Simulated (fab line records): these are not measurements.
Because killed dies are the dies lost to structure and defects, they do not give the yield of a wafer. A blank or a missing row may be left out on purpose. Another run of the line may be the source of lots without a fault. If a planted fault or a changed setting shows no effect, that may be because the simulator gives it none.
Which tool did it? + flow gf180mcu + 6 lots, 18 wafers sampled, at 2 steps of a route of 602

WHAT THE GAUGES SHOWED, per wafer
GF_STI_THK_MEAS_24.
| lot  | measured    | on            | STI_CVD_23_THK (nm) |
|------|-------------|---------------|---------------------|
| L270 | day 2 14:41 | film-metro-04 | 642 647 652         |
| L272 | day 3 01:05 | film-metro-04 | 644 647 650         |
| L274 | day 3 14:22 | film-metro-03 | 646 642 637         |
| L276 | day 3 23:09 | film-metro-03 | 650 634 650         |
| L282 | day 5 04:58 | film-metro-01 | 642 650 646         |
| L286 | day 5 23:41 | film-metro-03 | 594 584 646         |

WHICH TOOL RAN EACH LOT (tool, then ch and the chambers of the sampled wafers, then the start)
| lot  | GF_STI_CVD_23                   |
|------|---------------------------------|
| L270 | hdpcvd-02 ch 0,2, day 2 14:35   |
| L272 | hdpcvd-01 ch 1,2, day 3 01:01   |
| L274 | hdpcvd-02 ch 0,1,2, day 3 14:18 |
| L276 | hdpcvd-01 ch 0,2, day 3 23:04   |
| L282 | hdpcvd-02 ch 0,2, day 5 04:53   |
| L286 | hdpcvd-02 ch 1,2, day 5 23:37   |
- GF_STI_CVD_23: deposits SiO2, target thk 650 nm, time 108.3 s.

THE ANSWER, worked out from the rows above alone
Rule: what is usual is taken from the lots themselves. The widest of any qualifying gaps counts: lots, ordered by their means at a reading, are off when they make up no more than a third of the lots, leave a main group of 4 or more, and stand apart from it by 3 or more times the standard deviation of that group's means. If all means in a main group match to the digits the tables above print for the reading, that group is not used. Also off: a lot with no number at a reading for which 4 or more lots have one. Where the step has rows for the other lots, those lots are counted as sound.
Off: L286, at GF_STI_THK_MEAS_24 (STI_CVD_23_THK). For the main group the mean is 645 nm and the standard deviation 2.
A tool fits if, at a process step before that reading, it ran every lot that is off, and no sound lot after the first of them. Those tools and the gauges at GF_STI_THK_MEAS_24 are tried in the same way. This does not decide it: 2 tools fit, namely hdpcvd-02 at GF_STI_CVD_23 and film-metro-03 at GF_STI_THK_MEAS_24.

WHAT THE SIMULATOR PUT IN
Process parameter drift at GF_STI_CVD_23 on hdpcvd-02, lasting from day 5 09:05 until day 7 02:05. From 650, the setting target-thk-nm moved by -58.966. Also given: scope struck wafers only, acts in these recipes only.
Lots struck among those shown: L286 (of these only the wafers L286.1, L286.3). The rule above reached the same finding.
